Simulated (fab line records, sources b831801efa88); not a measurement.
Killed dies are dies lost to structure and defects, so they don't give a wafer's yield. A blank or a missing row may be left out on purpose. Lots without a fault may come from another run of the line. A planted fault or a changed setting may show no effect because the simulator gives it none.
fab line records | flow gf180mcu
record lots=7 wafers=21 last_day=34
route steps=602 shown V1@340
lots that met no fault: from a run of the same line without faults
start_h: hours from the record's first day to the start of the lot's first wafer shown | wait_h: hours since the lot's step before | " the same as in the row above | L1.1+2: a row that stands for several wafers | - no value, or no start given | * or withheld: withheld | < > ~ a bound
route shown NAME@n: a module of which the file shows steps, and the number in the route of the first | usual: mean/standard deviation of fault-free wafers | same: alike in all rows | chamber/n: place in a boat | sites: the reading at each site | _std_site: their standard deviation | _edge_site: outer sites' mean less inner sites' | radius_mm: how far each site lies from the wafer's centre | mask NAME#n: copy n | behind: the tool/chamber that last shaped the wafer | hold: why the lot was held/for how many hours/how that ended | device: the transistor (n, p or np) that didn't switch | end of line: the same wafers' tests at the end of the route | a step without rows: its recipe alone | killed: dies lost to structure and defects at the first sort, not the wafer's yield | map: a wafer's dies, x killed, . not, _ none there
set.NAME: the setting as run; set.NAME@STEP: as run at that earlier step | model.NAME: the simulator's own value behind a step, which no gauge read
lots at some steps of the route; a table a step, a row a wafer
services: from which hour (start_h, from the record's first day; less than 0 if before it) a tool's chamber was out of use, for how many hours, and why
## steps
# step GF_V1_BOW_MEAS_05
# recipe mode=bow
# usual V1_BOW=80/7.6
# columns lot.wafer tool chamber start_h wait_h V1_BOW[um]
L985.4 film_metro-01 - 405.43 0.3 79
L985.5 " - " " 76
L985.6 " - " " 76
L986.1 film_metro-03 - 415.79 0.1 77
L986.3 " - " " 77
L986.4 " - " " 87
L991.3 film_metro-03 - 463.76 0.3 83
L991.4 " - " " 89
L991.5 " - " " 73
L990.1 film_metro-02 - 463.85 0.1 81
L990.5 " - " " 90
L990.6 " - " " 88
L992.2 film_metro-01 - 469.77 0.3 72
L992.5 " - " " 74
L992.6 " - " " 68
L105.1 film_metro-01 - 572.76 0.2 79
L105.2 " - " " 92
L105.3 " - " " 69
L106.2 film_metro-03 - 581.61 0.3 90
L106.4 " - " " 73
L106.5 " - " " 78
# step GF_V1_DEHYDRATE_06
# recipe temp_c=200 time_s=60
# step GF_V1_HMDS_07
# recipe prime_time_s=60 prime_temp_c=120
# step GF_V1_COAT_08
# recipe resist=BARC temp_c=withheld time_s=withheld spin_rpm=withheld resist_thk_nm=withheld
# step GF_V1_COAT_09
# recipe resist=KrF spin_rpm=withheld resist_thk_nm=1000
# step GF_V1_SOFTBAKE_10
# recipe temp_c=130 time_s=60 resist=KrF
# step GF_V1_EXPOSE_11
# recipe mask_id=Via1 target_cd_nm=260 na=0.68 source_shape=conventional sigma_outer=0.6 dose_mj=38.43
# step GF_V1_PEB_12
# recipe peb_temp_c=135 peb_time_s=90 resist=KrF
# step GF_V1_DEVELOP_13
# recipe develop_time_s=60 resist=KrF dev_temp_c=21
# step GF_V1_CD_MEAS_14
# recipe target_cd_nm=260
# usual cd_nm=260.1/1.4
# columns lot.wafer tool chamber start_h wait_h cd_nm
L985.4 cd_sem-01 - 429.80 0.1 260.8
L985.5 " - " " 260.5
L985.6 " - " " 260.4
L986.1 cd_sem-02 - 440.42 0.1 260.1
L986.3 " - " " 260.7
L986.4 " - " " 260.2
L991.3 cd_sem-02 - 488.18 0.1 262.5
L991.4 " - " " 263.0
L991.5 " - " " 263.4
L990.1 cd_sem-01 - 488.28 0.1 260.6
L990.5 " - " " 261.0
L990.6 " - " " 260.9
L992.2 cd_sem-02 - 493.90 0.1 260.6
L992.5 " - " " 261.2
L992.6 " - " " 259.9
L105.1 cd_sem-01 - 594.39 0.1 258.3
L105.2 " - " " 260.1
L105.3 " - " " 259.4
L106.2 cd_sem-01 - 602.67 0.1 258.2
L106.4 " - " " 258.6
L106.5 " - " " 258.8
# step GF_V1_OVL_MEAS_15
# usual V1_OVL=-5/5
# columns lot.wafer tool chamber start_h wait_h V1_OVL[nm]
L985.4 overlay-02 - 429.88 0.1 -1
L985.5 " - " " 0
L985.6 " - " " 1
L986.1 overlay-01 - 440.54 0.1 -8
L986.3 " - " " -2
L986.4 " - " " -9
L991.3 overlay-02 - 488.27 0.1 -6
L991.4 " - " " -4
L991.5 " - " " 0
L990.1 overlay-01 - 488.40 0.1 -20
L990.5 " - " " -20
L990.6 " - " " -16
L992.2 overlay-01 - 494.01 0.1 -1
L992.5 " - " " 1
L992.6 " - " " -3
L105.1 overlay-01 - 594.51 0.1 -2
L105.2 " - " " -4
L105.3 " - " " -6
L106.2 overlay-02 - 602.77 0.1 -8
L106.4 " - " " -10
L106.5 " - " " -8
# step GF_V1_ETCH_16
# recipe chemistry=N2/H2 target_depth_a=withheld overetch_a=withheld time_s=withheld target=BARC ion_energy_ev=200 source_w=500 bias_w=100 pressure_mtorr=30 n2_flow_sccm=100 h2_flow_sccm=200
# usual bias_w=100.08/0.28 chamber_pressure_mTorr=29.997/0.026 drypump_motor_current_A=5.6/0.44 oes_product_au=0.855/0.0056 throttle_valve_pct=13.224/0.0099
# columns lot.wafer tool chamber start_h wait_h bias_w chamber_pressure_mTorr drypump_motor_current_A oes_product_au throttle_valve_pct
L985.4 rie_diel-01 0 429.89 0.0 100.35 29.988 5.6 0.858 13.227
L985.5 " 2 " " 99.72 29.997 5.2 0.857 13.216
L985.6 " 1 " " 100.26 30.035 5.6 0.866 13.225
L986.1 rie_diel-03 1 440.58 0.0 100.12 29.992 5.8 0.844 13.216
L986.3 " 3 " " 99.77 29.991 6.6 0.856 13.217
L986.4 " 2 " " 99.88 29.980 5.3 0.854 13.225
L991.3 rie_diel-03 3 488.29 0.0 100.56 29.978 6.5 0.857 13.239
L991.4 " 2 " " 100.14 30.019 5.2 0.855 13.232
L991.5 " 3 " " 100.04 30.043 6.6 0.856 13.215
L990.1 rie_diel-01 0 488.44 0.0 100.08 29.966 5.6 0.851 13.205
L990.5 " 3 " " 100.11 29.970 5.5 0.855 13.224
L990.6 " 2 " " 100.02 29.998 5.2 0.843 13.220
L992.2 rie_diel-01 0 494.04 0.0 100.54 29.988 5.6 0.864 13.225
L992.5 " 1 " " 100.38 29.982 5.6 0.854 13.221
L992.6 " 2 " " 99.98 30.025 5.2 0.859 13.207
L105.1 rie_diel-02 3 594.54 0.0 100.24 29.935 5.5 0.857 13.210
L105.2 " 2 " " 100.18 29.976 4.9 0.859 13.214
L105.3 " 1 " " 99.87 29.968 5.6 0.843 13.232
L106.2 rie_diel-01 2 602.80 0.0 100.11 30.027 5.2 0.860 13.225
L106.4 " 1 " " 100.15 30.038 5.6 0.853 13.227
L106.5 " 0 " " 99.83 30.003 5.5 0.863 13.234
# step GF_V1_ETCH_17
# recipe chemistry=C4F8/O2/Ar mask_material=KrF target=SiO2 stop_on=TiN source_w=1500 bias_w=1200 pressure_mtorr=40 c4f8_flow_sccm=withheld O2_flow_sccm=6 Ar_flow_sccm=300 time_s=withheld target_depth_a=6300
# usual bias_w=1200/3.9 chamber_pressure_mTorr=40.00/0.035 oes_product_au=0.855/0.0045
# columns lot.wafer tool chamber start_h wait_h bias_w chamber_pressure_mTorr oes_product_au
L985.4 rie_diel-01 0 429 - 1199 39.98 0.853
L985.5 " 2 " " 1202 40.03 0.846
L985.6 " 1 " " 1201 40.04 0.849
L986.1 rie_diel-03 1 440 - 1206 39.96 0.859
L986.3 " 3 " " 1199 40.04 0.850
L986.4 " 2 " " 1195 39.95 0.857
L991.3 rie_diel-03 3 488 - - - -
L991.4 " 2 " " - - -
L991.5 " 3 " " - - -
L990.1 rie_diel-01 0 488 - - - -
L990.5 " 3 " " - - -
L990.6 " 2 " " - - -
L992.2 rie_diel-01 0 494 - - - -
L992.5 " 1 " " - - -
L992.6 " 2 " " - - -
L105.1 rie_diel-02 3 594 - 1199 40.00 0.855
L105.2 " 2 " " 1203 39.98 0.857
L105.3 " 1 " " 1193 39.94 0.859
L106.2 rie_diel-01 2 602 - 1200 39.97 0.849
L106.4 " 1 " " 1194 39.99 0.855
L106.5 " 0 " " 1205 40.00 0.857
# step GF_V1_STRIP_18
# recipe chemistry=O2/N2 power_w=1400 pressure_mtorr=1500 platen_temp_c=250 o2_flow_sccm=3000 n2_flow_sccm=300 overash_fraction=0.5
# usual chamber_pressure_mTorr=1500.0/1.3 drypump_motor_current_A=5.8/0.44 heater_power_w=317/31 oes_product_au=0.592/0.0051
# columns lot.wafer tool chamber start_h wait_h chamber_pressure_mTorr drypump_motor_current_A heater_power_w oes_product_au rf_hours_counter_h
L985.4 plasma_asher-03 1 430.06 - 1503.2 5.2 327 0.590 -
L985.5 " 1 " " 1501.0 5.2 343 0.596 -
L985.6 " 0 " " 1501.0 6.3 353 0.595 -
L986.1 plasma_asher-02 0 440.71 - 1499.7 6.6 307 0.600 1
L986.3 " 0 " " 1500.4 6.5 316 0.591 -
L986.4 " 1 " " 1501.0 5.7 356 0.598 -
L991.3 plasma_asher-01 1 488.46 - 1501.0 5.4 301 0.665 -
L991.4 " 0 " " 1497.9 5.9 270 0.666 -
L991.5 " 1 " " 1499.8 5.4 305 0.672 -
L990.1 plasma_asher-03 0 488.57 - 1500.0 6.2 353 0.670 37
L990.5 " 1 " " 1500.1 5.2 333 0.666 -
L990.6 " 0 " " 1499.5 6.2 351 0.666 -
L992.2 plasma_asher-03 1 494.17 - 1500.7 5.2 323 0.671 38
L992.5 " 0 " " 1498.8 6.3 364 0.671 -
L992.6 " 1 " " 1500.5 5.2 328 0.672 -
L105.1 plasma_asher-03 1 594.67 - 1498.0 5.2 323 0.593 48
L105.2 " 0 " " 1500.7 6.2 353 0.584 48
L105.3 " 0 " " 1499.1 6.2 356 0.596 -
L106.2 plasma_asher-02 0 602.93 - 1499.0 6.5 305 0.589 18
L106.4 " 1 " " 1497.4 5.7 353 0.591 -
L106.5 " 1 " " 1500.7 5.7 363 0.584 -
# step GF_V1_STRIP_19
# recipe chemistry=post_etch_residue_remover time_s=1200 temp_c=72.5
## services
# columns tool chamber start_h hours kind
plasma_asher-02 - 421.25 9.0 pm
plasma_asher-02 0 421.25 9.0 vent_cycle
plasma_asher-02 1 421.25 9.0 vent_cycle
plasma_asher-02 0 430.25 - clean
plasma_asher-02 1 430.25 - clean
rie_diel-02 2 431.97 10.1 repair
rie_diel-02 - 456.90 15.6 pm
rie_diel-03 0 484.38 14.3 repair
rie_diel-01 1 485.87 6.2 repair
plasma_asher-02 - 487.26 3.5 repair
rie_diel-03 1 497.75 33.0 repair
rie_diel-03 3 505.03 26.1 repair
rie_diel-03 0 531.10 - clean
rie_diel-03 0 531.10 28.5 scheduled_down
rie_diel-03 0 531.10 28.5 vent_cycle
rie_diel-02 0 532.83 7.5 repair
rie_diel-03 2 533.73 13.7 repair
rie_diel-03 3 544.44 2.3 repair
plasma_asher-02 - 571.08 1.4 repair
plasma_asher-03 - 586.66 3.5 repair
## key
first_sign step=GF_V1_ETCH_17 reading=tool_record direction=missing
effect step=GF_V1_STRIP_18 reading=oes_product_au direction=up sigmas=15 usual=0.592 struck=0.669
met_at GF_V1_ETCH_17
struck_wafers L990.1,L990.5,L990.6,L991.3,L991.4,L991.5,L992.2,L992.5,L992.6
later_rows_left_out L990.1,L990.5,L990.6,L991.3,L991.4,L991.5,L992.2,L992.5,L992.6
sort_left_out L990.1,L990.5,L990.6,L991.3,L991.4,L991.5,L992.2,L992.5,L992.6
onset_between 440 488
fault kind=skipped_step_whole tool=rie_diel-01,rie_diel-03 chamber=- onset_h=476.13 steps=GF_V1_ETCH_17 scope=struck_lots_only
# sort_left_out: the simulated sort isn't trusted on such a fault, so these wafers' sort isn't shown, and their yield isn't known
# later_rows_left_out: the simulator's readings of these wafers behind a module that went badly wrong aren't trusted and aren't shown, but for the sort
